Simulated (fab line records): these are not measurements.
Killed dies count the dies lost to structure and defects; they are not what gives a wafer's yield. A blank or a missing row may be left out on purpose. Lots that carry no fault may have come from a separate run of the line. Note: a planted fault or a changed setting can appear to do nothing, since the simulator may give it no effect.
Chamber matching || flow sky130 || SKY_VIA3_ETCH_14 on rie-diel-04 has 4 sister chambers
The step etches BARC in N2/H2, stops on SiO2, time 45.9 s, target depth 60 nm. 16 wafers are shown with their chamber, then 8 later ones without.

WAFERS WITH THEIR CHAMBER
{"wafer": "L076.1", "chamber": 1, "drypump-motor-current-A (A)": 5.1, "throttle-valve-pct (%)": 13.230, "h2-flow-sccm (sccm)": 200.2}
{"wafer": "L076.3", "chamber": 2, "drypump-motor-current-A (A)": 6.5, "throttle-valve-pct (%)": 13.213, "h2-flow-sccm (sccm)": 199.7}
{"wafer": "L076.4", "chamber": 3, "drypump-motor-current-A (A)": 6.1, "throttle-valve-pct (%)": 13.216, "h2-flow-sccm (sccm)": 199.6}
{"wafer": "L077.1", "chamber": 1, "drypump-motor-current-A (A)": 5.1, "throttle-valve-pct (%)": 13.223, "h2-flow-sccm (sccm)": 200.2}
{"wafer": "L077.4", "chamber": 0, "drypump-motor-current-A (A)": 6.1, "throttle-valve-pct (%)": 13.228, "h2-flow-sccm (sccm)": 199.9}
{"wafer": "L077.6", "chamber": 0, "drypump-motor-current-A (A)": 6.1, "throttle-valve-pct (%)": 13.234, "h2-flow-sccm (sccm)": 199.5}
{"wafer": "L081.2", "chamber": 0, "drypump-motor-current-A (A)": 6.0, "throttle-valve-pct (%)": 13.225, "h2-flow-sccm (sccm)": 200.0}
{"wafer": "L081.5", "chamber": 1, "drypump-motor-current-A (A)": 5.1, "throttle-valve-pct (%)": 13.219, "h2-flow-sccm (sccm)": 199.7}
{"wafer": "L081.6", "chamber": 2, "drypump-motor-current-A (A)": 6.5, "throttle-valve-pct (%)": 13.236, "h2-flow-sccm (sccm)": 199.9}
{"wafer": "L085.1", "chamber": 3, "drypump-motor-current-A (A)": 6.1, "throttle-valve-pct (%)": 13.232, "h2-flow-sccm (sccm)": 200.0}
{"wafer": "L085.2", "chamber": 2, "drypump-motor-current-A (A)": 6.5, "throttle-valve-pct (%)": 13.210, "h2-flow-sccm (sccm)": 200.2}
{"wafer": "L085.5", "chamber": 3, "drypump-motor-current-A (A)": 6.1, "throttle-valve-pct (%)": 13.220, "h2-flow-sccm (sccm)": 200.6}
{"wafer": "L087.1", "chamber": 1, "drypump-motor-current-A (A)": 5.1, "throttle-valve-pct (%)": 13.225, "h2-flow-sccm (sccm)": 200.7}
{"wafer": "L087.2", "chamber": 0, "drypump-motor-current-A (A)": 6.1, "throttle-valve-pct (%)": 13.230, "h2-flow-sccm (sccm)": 199.8}
{"wafer": "L087.3", "chamber": 3, "drypump-motor-current-A (A)": 6.0, "throttle-valve-pct (%)": 13.216, "h2-flow-sccm (sccm)": 199.7}
{"wafer": "L089.1", "chamber": 2, "drypump-motor-current-A (A)": 6.5, "throttle-valve-pct (%)": 13.226, "h2-flow-sccm (sccm)": 199.6}

SIGNATURES, as means of the wafers listed above
{"reading": "drypump-motor-current-A", "chamber 0": 6.075, "chamber 1": 5.100, "chamber 2": 6.500, "chamber 3": 6.075, "scatter within a chamber": 0.0354}
{"reading": "throttle-valve-pct", "chamber 0": 13.22925, "chamber 1": 13.22425, "chamber 2": 13.22125, "chamber 3": 13.22100, "scatter within a chamber": 0.0077}
{"reading": "h2-flow-sccm", "chamber 0": 199.800, "chamber 1": 200.200, "chamber 2": 199.850, "chamber 3": 199.975, "scatter within a chamber": 0.349}
Rule: for each reading, subtract the chamber's mean from the wafer's reading, divide by that reading's scatter and square the result; add these up over the readings and take the root, which gives the wafer's distance from the chamber. The wafer belongs to the nearest chamber; if the next one is less than 2 further off, it can't be placed. How the scatter is found: for the shown wafers, subtract from each reading the mean of its chamber, square and add these, divide the total by (wafers less chambers), then take the root.

WAFERS MISSING THEIR CHAMBER
{"wafer": "L089.4", "drypump-motor-current-A (A)": 6.1, "throttle-valve-pct (%)": 13.239, "h2-flow-sccm (sccm)": 198.5}
{"wafer": "L089.6", "drypump-motor-current-A (A)": 5.1, "throttle-valve-pct (%)": 13.213, "h2-flow-sccm (sccm)": 199.9}
{"wafer": "L092.1", "drypump-motor-current-A (A)": 6.5, "throttle-valve-pct (%)": 13.216, "h2-flow-sccm (sccm)": 200.5}
{"wafer": "L092.2", "drypump-motor-current-A (A)": 6.1, "throttle-valve-pct (%)": 13.238, "h2-flow-sccm (sccm)": 199.3}
{"wafer": "L092.6", "drypump-motor-current-A (A)": 6.1, "throttle-valve-pct (%)": 13.233, "h2-flow-sccm (sccm)": 200.1}
{"wafer": "L093.2", "drypump-motor-current-A (A)": 6.0, "throttle-valve-pct (%)": 13.204, "h2-flow-sccm (sccm)": 200.1}
{"wafer": "L093.3", "drypump-motor-current-A (A)": 6.1, "throttle-valve-pct (%)": 13.209, "h2-flow-sccm (sccm)": 199.4}
{"wafer": "L093.4", "drypump-motor-current-A (A)": 6.5, "throttle-valve-pct (%)": 13.221, "h2-flow-sccm (sccm)": 200.8}

WHICH CHAMBER EACH WENT THROUGH
{"wafer": "L089.4", "from the rows above": "can't be placed: 0 or 3", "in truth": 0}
{"wafer": "L089.6", "from the rows above": 1, "in truth": 1}
{"wafer": "L092.1", "from the rows above": 2, "in truth": 2}
{"wafer": "L092.2", "from the rows above": "can't be placed: 0 or 3", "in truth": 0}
{"wafer": "L092.6", "from the rows above": "can't be placed: 0 or 3", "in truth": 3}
{"wafer": "L093.2", "from the rows above": "can't be placed: 3 or 0", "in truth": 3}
{"wafer": "L093.3", "from the rows above": "can't be placed: 3 or 0", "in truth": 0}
{"wafer": "L093.4", "from the rows above": 2, "in truth": 2}
Correct placement for 3 of the 8. Not placeable from these rows: 5 (in 5, the candidates include the true chamber). Number placed wrongly: 0.
